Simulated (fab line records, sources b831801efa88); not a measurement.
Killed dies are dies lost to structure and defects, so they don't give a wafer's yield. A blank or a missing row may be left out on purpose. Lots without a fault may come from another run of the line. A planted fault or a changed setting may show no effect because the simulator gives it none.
Which tool did it? | flow gf180mcu | 6 lots, 18 wafers sampled, at 2 steps of a route of 602

WHAT THE GAUGES READ, wafer by wafer
GF_HV_LDD_CD_MEAS_07: target cd 400 nm.
lot  | measured     | on        | cd_nm (nm)
L832 | day 10 11:40 | cd_sem-02 | 398.6 398.9 401.0
L838 | day 12 06:08 | cd_sem-02 | 396.7 398.2 397.7
L841 | day 13 04:47 | cd_sem-01 | 401.6 400.7 401.1
L848 | day 15 10:24 | cd_sem-01 | 397.6 398.5 399.0
L851 | day 16 04:28 | cd_sem-01 | 400.1 398.6 399.9
L854 | day 17 04:37 | cd_sem-02 | 400.6 399.3 398.5

WHICH TOOL RAN EACH LOT (tool, then ch and the chambers of the sampled wafers, then the start)
lot  | GF_HV_LDD_EXPOSE_04
L832 | iline_stepper-02 ch 0, day 10 03:10
L838 | iline_stepper-01 ch 0, day 11 21:00
L841 | iline_stepper-01 ch 0, day 12 19:06
L848 | iline_stepper-01 ch 0, day 14 23:38
L851 | iline_stepper-02 ch 0, day 15 17:49
L854 | iline_stepper-01 ch 0, day 16 17:29
- GF_HV_LDD_EXPOSE_04: exposes mask Nplus LV AREA, target cd 400 nm.

THE ANSWER, worked out from the rows above alone
Rule: what is usual is taken from the lots themselves. Put in order of their means at a reading, lots are off if they are a third of the lots or fewer, leave a main group of 4 or more, and stand apart from it by a gap of 3 or more times the standard deviation of the main group's means; of several such gaps the widest counts. A main group whose means are all the same, to the digits that the tables above print for the reading, isn't used. A lot without any number at a reading at which 4 lots or more have one is off too. The other lots that the step has rows for count as sound.
No lot is off at any reading shown: from this, nothing can be told.

WHAT THE SIMULATOR HAD PUT IN
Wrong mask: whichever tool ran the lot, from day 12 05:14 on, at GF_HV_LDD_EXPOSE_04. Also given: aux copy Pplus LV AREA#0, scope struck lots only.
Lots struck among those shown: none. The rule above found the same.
